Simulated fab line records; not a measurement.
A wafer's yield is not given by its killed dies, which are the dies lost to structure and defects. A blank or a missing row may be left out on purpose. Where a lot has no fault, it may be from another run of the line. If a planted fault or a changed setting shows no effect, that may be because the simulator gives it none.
Which tool was responsible?    flow sky130    at 1 step of a route of 708, 24 lots with 72 wafers sampled

## WHAT THE GAUGES READ, wafer by wafer
SKY_VIA1_OVL_MEAS_13.
lot   measured      on          VIA1_OVL (nm)
L074  day 34 06:46  overlay-02  -1 -5 -5
L075  day 34 15:19  overlay-02  -13 -4 -5
L076  day 34 21:36  overlay-01  0 -1 -7
L077  day 34 23:11  overlay-02  -7 -13 -8
L078  day 35 08:46  overlay-01  -10 -12 -16
L079  day 35 16:10  overlay-02  -2 -1 0
L080  day 36 01:09  overlay-01  -7 -12 -14
L081  day 36 12:45  overlay-01  -6 -8 -3
L082  day 36 18:28  overlay-01  -14 -9 -11
L083  day 36 19:53  overlay-01  1 1 -2
L084  day 37 06:01  overlay-01  3 -6 0
L085  day 37 08:52  overlay-01  -4 -10 -13
L086  day 37 23:21  overlay-02  -4 -7 -7
L087  day 38 00:28  overlay-02  -3 -8 0
L088  day 38 08:08  overlay-02  -4 -5 -4
L089  day 38 20:44  overlay-01  -11 -3 -3
L090  day 39 04:34  overlay-02  -7 -7 -5
L091  day 39 06:37  overlay-02  -5 -16 6
L092  day 39 07:58  overlay-02  3 3 6
L093  day 40 00:14  overlay-01  -11 -14 -8
L094  day 40 04:07  overlay-02  -7 -2 -6
L095  day 40 07:35  overlay-02  -5 1 1
L096  day 40 16:19  overlay-01  3 0 -7
L097  day 40 21:17  overlay-02  -4 -5 4

## EACH LOT AND THE TOOL THAT RAN IT (in order: tool; ch and the chambers of the sampled wafers; start)
There is no process step in the record ahead of these readings.

## AS READ BY THE TOOLS THEMSELVES (means over the sampled wafers that have a number; for cases with no such wafer, the mark the record gives instead)
The record holds no such reading with a usual standard deviation.

## THE ANSWER, worked out from the rows above alone
Rule: the lots themselves supply what counts as usual. Put in order of their means at a reading, lots are off if they are a third of the lots or fewer, leave a main group of 4 or more, and stand apart from it by a gap of 3 or more times the standard deviation of the main group's means; of several such gaps the widest counts. Not used: any main group whose means are identical at the precision the tables above print for the reading. A lot without any number at a reading at which 4 lots or more have one is off too. The other lots that the step has rows for count as sound. First the gauges in route order, then the tools' own readings, where a lot's mean is used as printed above. The first step at which some lot is off is used, and at that step the reading that is off furthest; a lot without a number counts as furthest.
No lot is off at any reading shown: from this, nothing can be told.

## WHAT THE SIMULATOR HAD INSERTED
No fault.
